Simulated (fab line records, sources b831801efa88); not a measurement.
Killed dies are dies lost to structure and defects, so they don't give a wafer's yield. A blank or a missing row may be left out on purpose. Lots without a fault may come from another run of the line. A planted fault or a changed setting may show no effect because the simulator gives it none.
Which tool did it? | flow sky130 | 10 lots, 30 wafers sampled, at 3 steps of a route of 708

WHAT THE GAUGES READ, wafer by wafer
SKY_METAL1_RS_MEAS_05: measures by four-point-probe.
lot  | measured     | on            | METAL1_ALCU_RS (ohm/sq)
L460 | day 31 22:29 | film_metro-02 | 0.1253 0.1263 0.1280
L461 | day 32 03:05 | film_metro-02 | 0.1264 0.1278 0.1266
L463 | day 32 20:56 | film_metro-01 | 0.1257 0.1260 0.1267
L466 | day 34 01:19 | film_metro-03 | 0.1259 0.1268 0.1270
L467 | day 34 04:41 | film_metro-03 | 0.1283 0.1282 0.1286
L475 | day 36 23:19 | film_metro-03 | 0.1590 0.1275 0.1577
L476 | day 37 08:10 | film_metro-03 | 0.1258 0.1281 0.1257
L477 | day 37 10:14 | film_metro-03 | 0.1603 0.1269 0.1279
L480 | day 38 06:14 | film_metro-02 | 0.1239 0.1249 0.1257
L482 | day 38 15:58 | film_metro-02 | 0.1279 0.1275 0.1258

WHICH TOOL RAN EACH LOT (tool, then ch and the chambers of the sampled wafers, then the start)
lot  | SKY_METAL1_SPUTTER_02        | SKY_METAL1_SPUTTER_04
L460 | pvd_sputter-03, day 31 22:23 | pvd_sputter-03, day 31 22:26
L461 | pvd_sputter-03, day 32 03:00 | pvd_sputter-03, day 32 03:02
L463 | pvd_sputter-01, day 32 20:50 | pvd_sputter-01, day 32 20:53
L466 | pvd_sputter-01, day 34 01:13 | pvd_sputter-01, day 34 01:15
L467 | pvd_sputter-02, day 34 04:33 | pvd_sputter-02, day 34 04:35
L475 | pvd_sputter-01, day 36 23:14 | pvd_sputter-01, day 36 23:16
L476 | pvd_sputter-03, day 37 08:02 | pvd_sputter-03, day 37 08:04
L477 | pvd_sputter-01, day 37 10:09 | pvd_sputter-01, day 37 10:11
L480 | pvd_sputter-03, day 38 06:07 | pvd_sputter-03, day 38 06:10
L482 | pvd_sputter-03, day 38 15:52 | pvd_sputter-03, day 38 15:55
- SKY_METAL1_SPUTTER_02: material AlCu, target thk 250 nm, time 13.3 s.
- SKY_METAL1_SPUTTER_04: material TiN, target thk 70 nm, time 58.3 s.

THE ANSWER, worked out from the rows above alone
Rule: what is usual is taken from the lots themselves. Put in order of their means at a reading, lots are off if they are a third of the lots or fewer, leave a main group of 4 or more, and stand apart from it by a gap of 3 or more times the standard deviation of the main group's means; of several such gaps the widest counts. A main group whose means are all the same, to the digits that the tables above print for the reading, isn't used. A lot without any number at a reading at which 4 lots or more have one is off too. The other lots that the step has rows for count as sound.
Off: L475, L477, at SKY_METAL1_RS_MEAS_05 (METAL1_ALCU_RS). The main group: mean 0.1266 ohm/sq, standard deviation 0.00092.
A tool fits if, at a process step before that reading, it ran every lot that is off, and no sound lot after the first of them. The gauges at SKY_METAL1_RS_MEAS_05 are tried like those tools. One fits: pvd_sputter-01 at SKY_METAL1_SPUTTER_02 and SKY_METAL1_SPUTTER_04. At SKY_METAL1_SPUTTER_02 its last sound lot is L466 (day 34 01:13), its first lot that is off L475 (day 36 23:14): a fault that began between those two fits.

WHAT THE SIMULATOR HAD PUT IN
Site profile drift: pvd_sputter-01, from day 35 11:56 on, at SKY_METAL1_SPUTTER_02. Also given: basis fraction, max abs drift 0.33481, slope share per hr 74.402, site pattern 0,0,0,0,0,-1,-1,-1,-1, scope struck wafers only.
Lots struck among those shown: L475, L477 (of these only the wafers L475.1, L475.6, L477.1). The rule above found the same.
